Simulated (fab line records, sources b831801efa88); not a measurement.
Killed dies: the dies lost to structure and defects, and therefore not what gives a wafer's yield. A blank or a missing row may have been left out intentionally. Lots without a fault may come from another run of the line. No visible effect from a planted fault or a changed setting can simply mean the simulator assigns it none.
fab line records	flow sky130
record lots=12	wafers=36	last_day=50
route steps=708 shown FIELD_ISO@17 SONOS_TUNNEL@163 SONOS_ONO@171 RES_PROTECT@215
lots with no fault: from the same line, run without faults
start_h: hours from the record's opening day to when the first of the lot's shown wafers began	wait_h: hours from the lot's prior step to this one	" as in the row above	L1.1+2: one row covering several wafers at once	- value missing, or start not given	* or withheld: withheld	< > ~ a bound
route shown NAME@n: a module of which the file shows steps, and the number in the route of the first	usual: mean and standard deviation over wafers with no fault	same: alike in all rows	chamber/n: place in a boat	sites: per-site readings	_std_site: the standard deviation of these	_edge_site: the outer-site mean with the inner-site mean subtracted	radius_mm: for every site, how far away it sits from the centre of the wafer	mask NAME#n: copy n	behind: the tool/chamber that last shaped the wafer	hold: the reason the lot was held/the length of the hold in hours/how it ended	device: whichever transistor did not switch (one of n, p or np)	end of line: the same wafers' tests at the end of the route	a step with no rows: only its recipe	killed: count of dies lost to structure and defects at first sort (not the wafer's yield)	map: shows each die of a wafer: x if killed, . if not, _ if none is there
set.NAME: the setting the step ran with; set.NAME@STEP: the setting that earlier step ran with	model.NAME: the simulator's own value behind a step, which no gauge read
a sample of lots followed through the steps of the route, with each step as a table and each wafer as a row
services: from which hour (start_h, from the record's first day; less than 0 if before it) a tool's chamber was out of use, for how many hours, and why
## steps
# step SKY_FIELD_ISO_STRIP_16
# recipe chemistry=O2/N2	power_w=1400	pressure_mtorr=1500	platen_temp_c=withheld	o2_flow_sccm=3000	n2_flow_sccm=300	overash_fraction=0.5
# usual drypump_motor_current_A=5.61/0.28	n2_flow_sccm=300.0/0.91	oes_product_au=0.378/0.0046	strip_time_to_endpoint_s=3.56/0.049
lot.wafer	tool	chamber	start_h	wait_h	drypump_motor_current_A	n2_flow_sccm	oes_product_au	rf_hours_counter_h	strip_time_to_endpoint_s
L845.1	plasma_asher-01	0	31.14	0.0	5.54	301.1	0.381	39	3.54
L845.4	"	0	"	"	5.52	299.2	0.376	-	3.63
L845.6	"	1	"	"	5.74	300.6	0.380	-	3.54
L846.2	plasma_asher-04	1	33.32	0.0	5.92	301.1	0.382	35	3.64
L846.3	"	1	"	"	5.92	301.2	0.374	-	3.54
L846.6	"	1	"	"	5.92	300.7	0.379	-	3.59
L847.3	plasma_asher-01	1	39.53	0.1	5.75	299.8	0.378	-	3.52
L847.5	"	1	"	"	5.75	299.1	0.375	-	3.57
L847.6	"	0	"	"	5.53	299.9	0.382	-	3.55
L850.1	plasma_asher-04	0	57.25	0.0	5.42	300.4	0.377	37	3.50
L850.4	"	1	"	"	5.92	299.9	0.374	-	3.61
L850.6	"	1	"	"	5.92	299.3	0.387	-	3.55
L852.2	plasma_asher-04	1	67.54	0.0	5.90	300.1	0.381	38	3.57
L852.3	"	0	"	"	5.43	300.8	0.384	-	3.57
L852.5	"	1	"	"	5.92	299.8	0.378	-	3.56
L859.1	plasma_asher-03	1	103.59	0.0	5.87	300.4	0.382	32	3.54
L859.2	"	0	"	"	5.12	300.5	0.384	32	3.66
L859.3	"	1	"	"	5.89	299.9	0.382	-	3.52
L860.3	plasma_asher-03	1	107.98	0.1	5.87	299.2	0.378	-	3.49
L860.4	"	0	"	"	5.12	300.3	0.377	-	3.63
L860.5	"	1	"	"	5.86	299.2	0.374	-	3.48
L861.2	plasma_asher-04	0	112.54	0.0	5.43	298.3	0.380	42	3.60
L861.3	"	0	"	"	5.43	300.5	0.385	-	3.61
L861.5	"	1	"	"	5.91	300.0	0.377	-	3.55
L862.1	plasma_asher-04	0	116.50	0.0	5.41	301.8	0.383	43	3.45
L862.3	"	1	"	"	5.93	300.8	0.381	-	3.60
L862.6	"	1	"	"	5.91	299.3	0.377	-	3.63
L863.2	plasma_asher-04	0	122.46	0.0	5.40	300.0	0.378	44	3.59
L863.3	"	0	"	"	5.41	299.3	0.382	-	3.60
L863.4	"	1	"	"	5.92	300.3	0.376	-	3.55
L864.1	plasma_asher-04	0	127.50	0.0	5.42	299.3	0.383	44	3.65
L864.3	"	0	"	"	5.40	298.9	0.373	-	3.47
L864.5	"	1	"	"	5.90	301.1	0.386	-	3.65
L867.1	plasma_asher-03	0	144.15	0.0	5.14	301.0	0.378	35	3.56
L867.3	"	1	"	"	5.86	299.0	0.377	-	3.57
L867.4	"	0	"	"	5.14	299.6	0.374	-	3.65
# step SKY_SONOS_TUNNEL_IMPLANT_09
# recipe species=B	energy_kev=20	dose_cm2=1e+12	tilt_deg=withheld
# usual dose_ions_cm2=9.997e+11/1e+09	faraday_current_uA=5.62/0.11
lot.wafer	tool	chamber	start_h	wait_h	dose_ions_cm2	faraday_current_uA
L845.1	implanter-03	0	253.94	0.0	9.994e+11	5.70
L845.4	"	0	"	"	9.988e+11	5.71
L845.6	"	0	"	"	1.0009e+12	5.74
L846.2	implanter-04	0	258.45	0.0	9.983e+11	5.64
L846.3	"	0	"	"	9.999e+11	5.58
L846.6	"	0	"	"	9.984e+11	5.54
L847.3	implanter-02	0	267.67	0.1	1.0015e+12	5.59
L847.5	"	0	"	"	1.0002e+12	5.51
L847.6	"	0	"	"	1.0002e+12	5.58
L850.1	implanter-03	0	291.77	0.0	9.997e+11	5.61
L850.4	"	0	"	"	9.995e+11	5.81
L850.6	"	0	"	"	9.991e+11	5.73
L852.2	implanter-04	0	306.69	0.0	1.0016e+12	5.56
L852.3	"	0	"	"	1.001e+12	5.61
L852.5	"	0	"	"	1.0015e+12	5.75
L859.1	implanter-04	0	357.98	0.0	2.762e+11	1.51
L859.2	"	0	"	"	2.759e+11	1.55
L859.3	"	0	"	"	2.761e+11	1.55
L860.3	implanter-04	0	363.38	0.1	2.741e+11	1.50
L860.4	"	0	"	"	2.753e+11	1.55
L860.5	"	0	"	"	2.729e+11	1.52
L861.2	implanter-03	0	369.64	0.0	9.989e+11	5.59
L861.3	"	0	"	"	1.0003e+12	5.87
L861.5	"	0	"	"	1.0011e+12	5.70
L862.1	implanter-03	0	375.84	0.0	9.993e+11	5.40
L862.3	"	0	"	"	9.986e+11	5.81
L862.6	"	0	"	"	1e+12	5.69
L863.2	implanter-02	0	386.09	0.0	9.991e+11	5.69
L863.3	"	0	"	"	9.984e+11	5.56
L863.4	"	0	"	"	9.989e+11	5.56
L864.1	implanter-02	0	393.94	0.0	1e+12	5.59
L864.3	"	0	"	"	9.998e+11	5.40
L864.5	"	0	"	"	9.991e+11	5.72
L867.1	implanter-03	0	418.57	0.0	1e+12	5.55
L867.3	"	0	"	"	9.988e+11	5.61
L867.4	"	0	"	"	1.0004e+12	5.75
# step SKY_SONOS_TUNNEL_TW_MEAS_12
# usual SONOS_TUNNEL_TW=196.6/1.3
lot.wafer	tool	chamber	start_h	wait_h	SONOS_TUNNEL_TW
L845.1	film_metro-02	-	254.44	0.0	196.6
L845.4	"	-	"	"	196.4
L845.6	"	-	"	"	197.2
L846.2	film_metro-02	-	258.92	0.1	196.0
L846.3	"	-	"	"	195.3
L846.6	"	-	"	"	194.9
L847.3	film_metro-02	-	268.08	0.0	195.3
L847.5	"	-	"	"	194.6
L847.6	"	-	"	"	194.9
L850.1	film_metro-04	-	292.19	0.0	196.3
L850.4	"	-	"	"	197.1
L850.6	"	-	"	"	196.1
L852.2	film_metro-02	-	307.09	0.0	195.0
L852.3	"	-	"	"	195.6
L852.5	"	-	"	"	196.0
L859.1	film_metro-02	-	358.41	0.0	137.1
L859.2	"	-	"	"	136.8
L859.3	"	-	"	"	137.4
L860.3	film_metro-02	-	363.78	0.0	137.4
L860.4	"	-	"	"	136.6
L860.5	"	-	"	"	137.3
L861.2	film_metro-02	-	370.08	0.0	195.4
L861.3	"	-	"	"	194.3
L861.5	"	-	"	"	194.2
L862.1	film_metro-04	-	376.37	0.0	195.7
L862.3	"	-	"	"	196.9
L862.6	"	-	"	"	198.2
L863.2	film_metro-04	-	386.50	0.0	198.3
L863.3	"	-	"	"	197.7
L863.4	"	-	"	"	197.4
L864.1	film_metro-02	-	394.37	0.0	195.1
L864.3	"	-	"	"	196.2
L864.5	"	-	"	"	195.4
L867.1	film_metro-01	-	418.99	0.0	198.0
L867.3	"	-	"	"	198.3
L867.4	"	-	"	"	197.6
# step SKY_SONOS_ONO_THK_MEAS_03
# recipe reads=Si3N4_of_SONOS_ONO_CVD_02
# usual SONOS_ONO_CVD_02_THK=10.51/0.13
lot.wafer	tool	chamber	start_h	wait_h	SONOS_ONO_CVD_02_THK[nm]
L845.1	film_metro-03	-	258.81	0.0	10.46
L845.4	"	-	"	"	10.52
L845.6	"	-	"	"	10.47
L846.2	film_metro-03	-	261.66	0.0	10.56
L846.3	"	-	"	"	10.53
L846.6	"	-	"	"	10.54
L847.3	film_metro-03	-	271.34	0.0	10.86
L847.5	"	-	"	"	10.81
L847.6	"	-	"	"	10.79
L850.1	film_metro-01	-	301.22	0.0	10.34
L850.4	"	-	"	"	10.39
L850.6	"	-	"	"	10.56
L852.2	film_metro-03	-	310.39	0.0	10.34
L852.3	"	-	"	"	10.43
L852.5	"	-	"	"	10.53
L859.1	film_metro-03	-	361.38	0.0	10.44
L859.2	"	-	"	"	10.53
L859.3	"	-	"	"	10.53
L860.3	film_metro-02	-	368.04	0.0	10.55
L860.4	"	-	"	"	10.64
L860.5	"	-	"	"	10.63
L861.2	film_metro-03	-	375.45	0.0	10.59
L861.3	"	-	"	"	10.47
L861.5	"	-	"	"	10.46
L862.1	film_metro-02	-	380.77	0.0	10.54
L862.3	"	-	"	"	10.40
L862.6	"	-	"	"	10.43
L863.2	film_metro-03	-	392.14	0.0	10.75
L863.3	"	-	"	"	10.68
L863.4	"	-	"	"	10.74
L864.1	film_metro-02	-	397.52	0.0	10.54
L864.3	"	-	"	"	10.52
L864.5	"	-	"	"	10.50
L867.1	film_metro-02	-	421.52	0.0	10.38
L867.3	"	-	"	"	10.23
L867.4	"	-	"	"	10.19
# step SKY_RES_PROTECT_TW_MEAS_08
# usual POLY_GATE_TW=4018/27
lot.wafer	tool	chamber	start_h	wait_h	POLY_GATE_TW
L846.2	film_metro-02	-	353.75	0.1	3994
L846.3	"	-	"	"	4004
L846.6	"	-	"	"	4002
L845.1	film_metro-04	-	354.23	0.1	4021
L845.4	"	-	"	"	4017
L845.6	"	-	"	"	4050
L847.3	film_metro-02	-	368.40	0.1	3985
L847.5	"	-	"	"	3990
L847.6	"	-	"	"	3999
L850.1	film_metro-02	-	396.33	0.1	4003
L850.4	"	-	"	"	3996
L850.6	"	-	"	"	4002
L852.2	film_metro-02	-	406.13	0.1	4015
L852.3	"	-	"	"	4008
L852.5	"	-	"	"	4014
L859.1	film_metro-04	-	458.74	0.1	4021
L859.2	"	-	"	"	4027
L859.3	"	-	"	"	4029
L860.3	film_metro-02	-	465.09	0.1	3973
L860.4	"	-	"	"	3990
L860.5	"	-	"	"	3997
L861.2	film_metro-02	-	473.05	0.1	3988
L861.3	"	-	"	"	4003
L861.5	"	-	"	"	4004
L862.1	film_metro-02	-	478.62	0.1	4001
L862.3	"	-	"	"	4022
L862.6	"	-	"	"	3987
L863.2	film_metro-02	-	489.83	0.1	3955
L863.3	"	-	"	"	3963
L863.4	"	-	"	"	3964
L864.1	film_metro-04	-	496.28	0.1	4064
L864.3	"	-	"	"	4029
L864.5	"	-	"	"	4050
L867.1	film_metro-01	-	519.87	0.1	4047
L867.3	"	-	"	"	4055
L867.4	"	-	"	"	4028
## services
tool	chamber	start_h	hours	kind
implanter-02	-	25.44	4.3	pm
implanter-03	-	39.76	0.5	repair
implanter-04	-	59.01	2.4	repair
plasma_asher-04	-	78.24	2.8	pm
plasma_asher-01	-	81.10	0.7	repair
implanter-04	-	94.46	3.9	pm
plasma_asher-01	-	108.75	9.0	pm
plasma_asher-01	0	108.75	9.0	vent_cycle
plasma_asher-01	1	108.75	9.0	vent_cycle
plasma_asher-03	-	111.79	7.0	repair
plasma_asher-01	0	117.75	-	clean
plasma_asher-01	1	117.75	-	clean
implanter-04	-	138.49	6.1	pm
implanter-03	-	171.01	7.0	repair
implanter-02	-	206.83	10.1	pm
implanter-04	-	229.63	1.9	repair
plasma_asher-04	-	234.41	0.7	repair
implanter-02	-	276.88	1.3	repair
plasma_asher-01	-	290.98	15.6	pm
plasma_asher-04	-	294.56	1.1	repair
implanter-02	-	305.41	2.2	repair
implanter-03	-	349.60	5.8	pm
plasma_asher-01	-	410.74	6.2	repair
## key
first_sign step=SKY_SONOS_TUNNEL_IMPLANT_09	reading=dose_ions_cm2	direction=down	sigmas=99+	usual=*	struck=*
effect step=SKY_SONOS_TUNNEL_IMPLANT_09	reading=faraday_current_uA	direction=down	sigmas=37	usual=5.62	struck=1.53
effect step=SKY_SONOS_TUNNEL_TW_MEAS_12	reading=SONOS_TUNNEL_TW	direction=down	sigmas=45	usual=196.6	struck=137.1
met_at SKY_SONOS_TUNNEL_IMPLANT_09
struck_lots L859,L860
tester_left_out L859,L860
not_acting_at SKY_FIELD_ISO_STRIP_16,SKY_SONOS_ONO_THK_MEAS_03,SKY_RES_PROTECT_TW_MEAS_08
onset_between 306.69 357.98
fault kind=process_parameter_drift	tool=implanter-04	chamber=-	onset_h=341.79	steps=SKY_SONOS_TUNNEL_IMPLANT_09	channel=dose_cm2	offset=*	shape=step	end_h=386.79	acts_in=*	stated=*
# tester_left_out: of these lots the tester's yield and bins aren't shown, on N5 and GAA mostly nor the transistor test; their killed dies are dies lost to structure and defects alone, not to doping, threshold or leakage, so they don't give the yield
